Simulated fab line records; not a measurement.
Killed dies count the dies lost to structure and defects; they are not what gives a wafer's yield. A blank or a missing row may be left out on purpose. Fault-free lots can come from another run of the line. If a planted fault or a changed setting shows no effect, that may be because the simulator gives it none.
Matching of chambers -- flow sky130 -- rie si-02 running SKY_FIELD_ISO_ETCH_17: 4 sister chambers
The step etches Si in HBr/Cl2/O2, target depth 342 nm, time 97.7 s. 14 wafers are shown with their chamber, then 7 later ones without.

## WAFERS PAIRED WITH THEIR CHAMBERS
wafer,chamber,drypump motor current A (A),oes product au (a.u.),throttle valve pct (%)
L671.2,0,6.1,1.008,25.643
L671.4,3,6.1,1.019,25.649
L671.5,1,6.4,1.001,25.666
L672.2,1,6.4,0.999,25.655
L672.3,0,6.1,0.992,25.669
L672.6,1,6.4,1.001,25.676
L676.1,1,6.3,1.003,25.653
L676.4,3,6.1,1.009,25.653
L676.5,2,5.5,1.002,25.656
L677.4,2,5.5,1.005,25.667
L677.5,3,6.1,0.999,25.642
L677.6,0,6.2,0.998,25.659
L684.1,2,5.5,1.002,25.658
L684.5,0,6.1,0.991,25.633

SIGNATURES (means of the wafers above)
reading,chamber 0,chamber 1,chamber 2,chamber 3,scatter within a chamber
drypump motor current A,6.125,6.375,5.500,6.100,0.0387
oes product au,0.99725,1.00100,1.00300,1.00900,0.0063
throttle valve pct,25.65100,25.66250,25.66033,25.64800,0.0112
Rule: for a wafer and a chamber, the distance is found by dividing, reading by reading, the gap between the wafer's reading and the chamber's mean by the reading's scatter, squaring, summing and taking the root. The wafer belongs to the nearest chamber; if the next one is less than 2 further off, it can't be placed. The scatter: the root of (the sum of the squares of (reading less its chamber's mean) over the shown wafers, divided by (wafers less chambers)).

## WAFERS WITH NO CHAMBER GIVEN
wafer,drypump motor current A (A),oes product au (a.u.),throttle valve pct (%)
L684.6,6.1,1.010,25.643
L687.1,6.1,1.005,25.652
L687.2,5.5,1.010,25.643
L687.6,5.5,1.008,25.654
L692.3,5.5,0.992,25.648
L692.4,6.2,0.982,25.655
L692.5,6.1,0.994,25.648

## EACH ONE'S CHAMBER
wafer,from the rows above,in truth
L684.6,can't be placed: 3 or 0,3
L687.1,can't be placed: 3 or 0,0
L687.2,2,2
L687.6,2,2
L692.3,2,2
L692.4,can't be placed: 0 or 3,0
L692.5,can't be placed: 0 or 3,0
Correctly placed: 3 of 7. Not placeable from these rows: 4 (in 4, the candidates include the true chamber). Wrongly placed: 0.
